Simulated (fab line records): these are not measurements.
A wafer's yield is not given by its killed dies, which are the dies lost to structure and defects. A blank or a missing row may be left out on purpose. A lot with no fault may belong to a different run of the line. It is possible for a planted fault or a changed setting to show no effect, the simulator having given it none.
fab line records	flow sky130
record: lots: 12	wafers: 34	last_day: 51
route steps=708 shown FIELD_ISO@18 NWELL@77 VT_ADJUST_NCORE@129 VT_ADJUST_HVTR@142
lots that met no fault: from a run of the same line without faults
start_h: the number of hours between the record's first day and the start of the first shown wafer of the lot	wait_h: hours elapsed since this lot's preceding step	" the same as in the row above	L1.1+2: several wafers, shown together as one row	- value missing, or start not given	* or withheld: withheld	< > ~ a bound
route shown NAME@n: a module of which the file shows steps, and the number in the route of the first	usual: the fault-free wafers' mean and standard deviation	same: alike in all rows	chamber/n: place in a boat	sites: the reading at each site	_std_site: the standard deviation of these	_edge_site: inner sites' mean taken away from outer sites' mean	radius_mm: for every site, how far away it sits from the centre of the wafer	mask NAME#n: copy n	behind: the last tool/chamber to shape the wafer	hold: what put the lot on hold/how long, in hours/how the hold closed	device: the n, p or np transistor that did not switch	end of line: at the end of the route, the tests of the same wafers	a step given without rows: its recipe and nothing more	killed: the dies lost at the first sort to structure and to defects; this is not the yield of the wafer	map: per-die view of a wafer (x killed, . not killed, _ where there is no die)
set.NAME: the setting as run; set.NAME@STEP: as run at that earlier step	model.NAME: the simulator's own value behind a step, which no gauge read
the route's steps for a sample of lots (tables are steps, rows are wafers)
services: when a tool's chamber went out of use (start_h, in hours from the record's first day, below 0 if earlier), for how many hours, and the reason
== steps ==
step: SKY_FIELD_ISO_ETCH_17
recipe: target_depth_a: 3420	mask_material: Si3N4	chemistry: HBr/Cl2/O2	target: Si	taper_deg: 5	icp_w: 600	bias_w: 150	pressure_mtorr: 15	HBr_flow_sccm: 150	Cl2_flow_sccm: 40	O2_flow_sccm: 6	time_s: 97.7
usual: drypump_motor_current_A: 5.8/0.36	oes_product_au: 0.995/0.017	throttle_valve_pct: 25.660/0.014
lot.wafer	tool	chamber	start_h	wait_h	drypump_motor_current_A	oes_product_au	rf_hours_counter_h	throttle_valve_pct
L698.3	rie_si-01	2	29.97	0.0	6.0	0.995	37	25.670
L698.4	"	0	"	"	6.2	0.973	118	25.679
L698.6	"	3	"	"	5.7	0.998	-	25.654
L699.1	rie_si-01	1	33.62	0.1	5.5	0.975	149	25.655
L699.4	"	2	"	"	6.0	0.992	37	25.659
L699.5	"	1	"	"	5.5	0.994	-	25.657
L700.1	rie_si-02	3	39.21	0.1	5.6	1.011	1	25.653
L700.3	"	2	"	"	5.7	1.001	1	25.675
L700.5	"	2	"	"	5.7	0.986	-	25.684
L702.1	rie_si-01	0	52.86	0.1	6.2	0.981	118	25.673
L702.3	"	1	"	"	5.5	0.984	149	25.661
L702.5	"	2	"	"	6.0	1.005	-	25.671
L703.1	rie_si-01	0	56.82	0.1	6.2	0.974	118	25.673
L703.3	"	3	"	"	5.7	1.011	59	25.648
L703.4	"	2	"	"	6.0	0.993	37	25.679
L704.2	rie_si-02	2	59.91	0.1	5.8	0.988	1	25.665
L704.3	"	1	"	"	6.3	0.994	4	25.656
L704.4	"	0	"	"	4.9	0.990	0	25.668
L706.2	rie_si-01	2	72.57	0.1	6.0	0.990	38	25.661
L706.3	"	1	"	"	5.5	0.994	149	25.655
L706.4	"	0	"	"	6.2	0.979	118	25.642
L714.2	rie_si-01	3	112.26	0.1	5.7	1.020	60	25.630
L714.4	"	2	"	"	6.0	0.991	-	25.671
L715.3	rie_si-02	3	118.42	0.0	5.6	1.002	2	25.651
L715.4	"	2	"	"	5.7	0.985	2	25.680
L716.2	rie_si-01	1	122.32	0.1	5.5	0.981	0	25.662
L716.4	"	2	"	"	6.0	0.989	38	25.649
L716.5	"	2	"	"	6.0	0.982	-	25.671
L719.2	rie_si-02	1	138.57	0.1	6.2	1.006	4	25.650
L719.4	"	3	"	"	5.7	1.002	2	25.641
L719.5	"	0	"	"	4.9	1.023	-	25.654
L721.1	rie_si-01	0	151.12	0.1	6.2	0.991	119	25.665
L721.3	"	2	"	"	6.0	0.986	38	25.662
L721.6	"	1	"	"	5.5	0.980	-	25.661
step: SKY_NWELL_IMPLANT_24
recipe: species: B	energy_kev: 140	dose_cm2: 9.2e+12	tilt_deg: withheld
usual: beam_on_s: 10.00/0.21	end_station_pressure_torr: 5.06e-06/2.6e-07	faraday_current_uA: 51.9/1.1
lot.wafer	tool	chamber	start_h	wait_h	beam_on_s	end_station_pressure_torr	faraday_current_uA
L698.3	implanter-04	0	105.94	0.1	9.96	4.91e-06	52.0
L698.4	"	0	"	"	10.12	5.18e-06	51.6
L698.6	"	0	"	"	10.12	4.97e-06	51.0
L699.1	implanter-03	0	109.42	0.0	10.14	5.07e-06	51.2
L699.4	"	0	"	"	10.20	4.99e-06	51.1
L699.5	"	0	"	"	9.93	5.17e-06	52.3
L700.1	implanter-04	0	113.37	0.0	9.93	5.08e-06	52.1
L700.3	"	0	"	"	10.29	4.91e-06	50.6
L700.5	"	0	"	"	10.26	5.09e-06	50.8
L702.1	implanter-04	0	130.69	0.0	9.85	4.84e-06	52.4
L702.3	"	0	"	"	10.03	4.91e-06	51.7
L702.5	"	0	"	"	10.30	4.98e-06	50.5
L703.1	implanter-01	0	132.67	0.0	10.00	4.93e-06	51.8
L703.3	"	0	"	"	9.66	4.76e-06	53.7
L703.4	"	0	"	"	9.82	5.12e-06	52.7
L704.2	implanter-04	0	138.60	0.0	10.34	4.54e-06	50.4
L704.3	"	0	"	"	10.23	4.58e-06	50.6
L704.4	"	0	"	"	10.08	4.89e-06	51.5
L706.2	implanter-01	0	152.60	0.0	9.96	4.96e-06	52.0
L706.3	"	0	"	"	10.23	4.65e-06	51.0
L706.4	"	0	"	"	10.23	5.42e-06	50.7
L714.2	implanter-01	0	197.30	0.0	8.41	4.94e-06	61.6
L714.4	"	0	"	"	10.46	5.14e-06	49.6
L715.3	implanter-01	0	205.57	0.1	8.66	4.42e-06	59.8
L715.4	"	0	"	"	9.59	4.81e-06	53.6
L716.2	implanter-01	0	212.05	0.0	8.41	5e-06	61.6
L716.4	"	0	"	"	10.34	4.97e-06	50.4
L716.5	"	0	"	"	9.93	5.22e-06	52.1
L719.2	implanter-04	0	229.30	0.0	10.24	5.28e-06	50.7
L719.4	"	0	"	"	9.93	4.76e-06	52.2
L719.5	"	0	"	"	9.95	5.09e-06	52.2
L721.1	implanter-04	0	259.92	0.0	10.04	5.28e-06	51.6
L721.3	"	0	"	"	9.89	4.85e-06	52.3
L721.6	"	0	"	"	9.91	5.11e-06	52.2
step: SKY_NWELL_TW_MEAS_26
usual: NWELL_2_TW: 496/4.1
lot.wafer	tool	chamber	start_h	wait_h	NWELL_2_TW
L698.3	film_metro-04	-	106.16	0.1	495
L698.4	"	-	"	"	496
L698.6	"	-	"	"	498
L699.1	film_metro-03	-	109.67	0.1	504
L699.4	"	-	"	"	500
L699.5	"	-	"	"	500
L700.1	film_metro-02	-	113.62	0.1	489
L700.3	"	-	"	"	490
L700.5	"	-	"	"	490
L702.1	film_metro-04	-	130.94	0.1	499
L702.3	"	-	"	"	499
L702.5	"	-	"	"	502
L703.1	film_metro-03	-	132.92	0.1	500
L703.3	"	-	"	"	499
L703.4	"	-	"	"	502
L704.2	film_metro-03	-	138.83	0.1	500
L704.3	"	-	"	"	497
L704.4	"	-	"	"	503
L706.2	film_metro-03	-	152.83	0.1	499
L706.3	"	-	"	"	500
L706.4	"	-	"	"	498
L714.2	film_metro-04	-	197.53	0.1	477
L714.4	"	-	"	"	498
L715.3	film_metro-03	-	205.79	0.1	476
L715.4	"	-	"	"	498
L716.2	film_metro-03	-	212.28	0.1	474
L716.4	"	-	"	"	496
L716.5	"	-	"	"	493
L719.2	film_metro-03	-	229.53	0.1	496
L719.4	"	-	"	"	495
L719.5	"	-	"	"	498
L721.1	film_metro-02	-	260.17	0.1	494
L721.3	"	-	"	"	492
L721.6	"	-	"	"	492
step: SKY_VT_ADJUST_NCORE_STRIP_10
recipe: chemistry: O2/N2	power_w: 1400	pressure_mtorr: 1500	platen_temp_c: withheld	o2_flow_sccm: 3000	n2_flow_sccm: 300	overash_fraction: 0.5
usual: drypump_motor_current_A: 5.7/0.34	n2_flow_sccm: 300.0/0.91	oes_product_au: 0.715/0.0045	strip_time_to_endpoint_s: 14.16/0.039
lot.wafer	tool	chamber	start_h	wait_h	drypump_motor_current_A	n2_flow_sccm	oes_product_au	rf_hours_counter_h	strip_time_to_endpoint_s
L698.3	plasma_asher-01	0	183.63	0.1	5.3	300.0	0.722	-	14.10
L698.4	"	1	"	"	6.2	298.9	0.718	-	14.13
L698.6	"	0	"	"	5.3	300.4	0.719	-	14.15
L699.1	plasma_asher-03	1	186.20	0.1	5.6	299.4	0.718	38	14.21
L699.4	"	0	"	"	5.7	299.5	0.714	-	14.22
L699.5	"	1	"	"	5.6	301.7	0.712	-	14.21
L700.1	plasma_asher-03	0	193.45	0.1	5.7	299.2	0.714	38	14.15
L700.3	"	0	"	"	5.7	298.8	0.723	-	14.15
L700.5	"	1	"	"	5.6	300.5	0.717	-	14.14
L702.1	plasma_asher-03	1	211.86	0.1	5.6	299.4	0.715	40	14.21
L702.3	"	1	"	"	5.6	300.8	0.726	-	14.19
L702.5	"	0	"	"	5.7	298.3	0.718	-	14.17
L703.1	plasma_asher-02	0	215.26	0.1	6.3	300.5	0.708	52	14.21
L703.3	"	1	"	"	5.1	300.4	0.719	-	14.19
L703.4	"	0	"	"	6.3	301.0	0.719	-	14.12
L704.2	plasma_asher-03	1	221.46	0.1	5.6	298.9	0.709	41	14.14
L704.3	"	0	"	"	5.7	299.9	0.704	-	14.17
L704.4	"	1	"	"	5.6	298.8	0.721	-	14.16
L706.2	plasma_asher-02	1	238.01	0.1	5.1	300.8	0.723	55	14.07
L706.3	"	1	"	"	5.1	300.6	0.708	-	14.14
L706.4	"	0	"	"	6.3	298.7	0.716	-	14.17
L714.2	plasma_asher-02	1	292.11	0.1	5.1	301.0	0.714	60	14.17
L714.4	"	1	"	"	5.1	301.4	0.712	-	14.18
L715.3	plasma_asher-03	1	301.54	0.1	5.6	299.4	0.716	-	14.21
L715.4	"	0	"	"	5.7	300.5	0.716	-	14.18
L716.2	plasma_asher-03	0	308.89	0.1	5.7	300.3	0.716	49	14.18
L716.4	"	1	"	"	5.6	298.8	0.722	-	14.19
L716.5	"	1	"	"	5.6	300.4	0.717	-	14.22
L719.2	plasma_asher-02	1	330.09	0.1	5.1	300.8	0.711	63	14.16
L719.4	"	0	"	"	6.3	299.4	0.710	-	14.13
L719.5	"	0	"	"	6.3	298.5	0.713	-	14.15
L721.1	plasma_asher-03	0	364.36	0.1	5.7	302.4	0.717	55	14.25
L721.3	"	1	"	"	5.6	299.2	0.710	-	14.22
L721.6	"	0	"	"	5.7	300.9	0.706	-	14.21
step: SKY_VT_ADJUST_HVTR_TW_MEAS_11
usual: VT_ADJUST_HVTR_TW: 211.6/1.7
lot.wafer	tool	chamber	start_h	wait_h	VT_ADJUST_HVTR_TW
L698.3	film_metro-03	-	204.96	0.1	212.1
L698.4	"	-	"	"	210.4
L698.6	"	-	"	"	211.5
L699.1	film_metro-03	-	208.01	0.1	210.9
L699.4	"	-	"	"	211.0
L699.5	"	-	"	"	209.6
L700.1	film_metro-03	-	215.34	0.1	211.5
L700.3	"	-	"	"	211.7
L700.5	"	-	"	"	211.4
L702.1	film_metro-03	-	234.61	0.1	210.9
L702.3	"	-	"	"	211.3
L702.5	"	-	"	"	211.3
L703.1	film_metro-02	-	237.81	0.1	208.4
L703.3	"	-	"	"	208.5
L703.4	"	-	"	"	208.1
L704.2	film_metro-04	-	245.32	0.1	211.9
L704.3	"	-	"	"	212.3
L704.4	"	-	"	"	212.0
L706.2	film_metro-04	-	261.90	0.1	212.9
L706.3	"	-	"	"	211.8
L706.4	"	-	"	"	212.1
L714.2	film_metro-04	-	318.10	0.1	214.3
L714.4	"	-	"	"	215.0
L715.3	film_metro-04	-	327.88	0.1	213.7
L715.4	"	-	"	"	213.7
L716.2	film_metro-04	-	336.10	0.1	212.5
L716.4	"	-	"	"	211.8
L716.5	"	-	"	"	212.6
L719.2	film_metro-04	-	357.33	0.1	211.2
L719.4	"	-	"	"	211.1
L719.5	"	-	"	"	213.2
L721.1	film_metro-04	-	393.26	0.1	211.5
L721.3	"	-	"	"	213.1
L721.6	"	-	"	"	212.3
== services ==
tool	chamber	start_h	hours	kind
implanter-03	-	24.32	0.9	repair
implanter-03	-	31.30	10.8	repair
plasma_asher-02	-	31.35	2.5	repair
plasma_asher-03	-	57.47	0.9	repair
rie_si-02	0	95.73	4.3	repair
implanter-01	-	98.75	4.9	pm
plasma_asher-03	-	134.59	2.8	pm
rie_si-01	0	142.97	1.6	repair
implanter-04	-	151.79	1.6	repair
plasma_asher-02	-	161.01	2.5	repair
rie_si-02	-	171.96	1.8	repair
implanter-04	-	173.17	3.6	repair
plasma_asher-02	-	177.02	0.9	repair
implanter-04	-	216.29	1.8	repair
implanter-04	-	251.93	2.5	repair
implanter-01	-	265.01	2.3	repair
rie_si-02	0	265.36	3.1	repair
implanter-01	-	267.98	4.0	repair
plasma_asher-03	-	296.06	5.4	repair
plasma_asher-02	-	298.87	1.3	repair
rie_si-01	-	302.69	2.8	pm
rie_si-01	1	322.14	2.5	repair
implanter-01	-	324.87	1.2	repair
implanter-01	-	357.34	33.9	pm
== key ==
first_sign: step: SKY_NWELL_IMPLANT_24	reading: faraday_current_uA	direction: up	sigmas: 8.4	usual: 51.9	struck: 61.0
effect: step: SKY_NWELL_IMPLANT_24	reading: beam_on_s	direction: down	sigmas: 7	usual: 10.00	struck: 8.49
effect: step: SKY_NWELL_TW_MEAS_26	reading: NWELL_2_TW	direction: down	sigmas: 4.9	usual: 496	struck: 476
met_at SKY_NWELL_IMPLANT_24
struck_lots L714,L715,L716
struck_wafers L714.2,L715.3,L716.2
tester_left_out L714,L715,L716
not_acting_at SKY_FIELD_ISO_ETCH_17,SKY_VT_ADJUST_NCORE_STRIP_10,SKY_VT_ADJUST_HVTR_TW_MEAS_11
onset_between 152.60 197.30
fault: kind: process_parameter_drift	tool: implanter-01	chamber: -	onset_h: 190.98	steps: SKY_NWELL_IMPLANT_24	channel: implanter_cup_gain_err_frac	offset: 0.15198	shape: step	end_h: 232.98	scope: struck_wafers_only
tester_left_out: of these lots the tester's yield and bins aren't shown, on N5 and GAA mostly nor the transistor test; their killed dies are dies lost to structure and defects alone, not to doping, threshold or leakage, so they don't give the yield
